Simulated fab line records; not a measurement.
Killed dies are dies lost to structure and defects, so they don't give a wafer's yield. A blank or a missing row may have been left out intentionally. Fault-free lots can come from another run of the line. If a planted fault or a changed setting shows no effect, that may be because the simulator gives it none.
Which of the tools did it? | flow sky130 | 18 wafers sampled from 6 lots at 1 step of a route of 708

== WHAT THE GAUGES READ, wafer by wafer ==
SKY_VIA2_CD_MEAS_12 targets a cd of 200 nm.
lot  | measured     | on       | cdNm (nm)
L563 | day 36 23:58 | cdSem-02 | 200.8 200.9 199.5
L566 | day 38 03:07 | cdSem-02 | 200.0 200.0 200.1
L569 | day 38 21:28 | cdSem-02 | 199.0 200.2 199.2
L573 | day 39 22:10 | cdSem-01 | 198.8 200.3 200.4
L574 | day 41 15:10 | cdSem-02 | 200.9 201.2 200.2
L579 | day 41 19:22 | cdSem-02 | 199.8 200.2 199.0

== TOOL THAT RAN EACH LOT (tool first, then ch and the chambers of the sampled wafers, then the start) ==
Record: no process step prior to these readings.

== THE ANSWER, worked out from the rows above alone ==
Rule: the lots themselves supply what counts as usual. The widest of any qualifying gaps counts: lots, ordered by their means at a reading, are off when they make up no more than a third of the lots, leave a main group of 4 or more, and stand apart from it by 3 or more times the standard deviation of that group's means. A main group is skipped when, at the precision printed for the reading in the tables above, its means are all equal. A lot without any number at a reading at which 4 lots or more have one is off too. Any other lot the step has rows for is counted as sound.
Across all readings shown, no lot is off: no conclusion can be drawn from this.

== WHAT HAD BEEN PUT IN BY THE SIMULATOR ==
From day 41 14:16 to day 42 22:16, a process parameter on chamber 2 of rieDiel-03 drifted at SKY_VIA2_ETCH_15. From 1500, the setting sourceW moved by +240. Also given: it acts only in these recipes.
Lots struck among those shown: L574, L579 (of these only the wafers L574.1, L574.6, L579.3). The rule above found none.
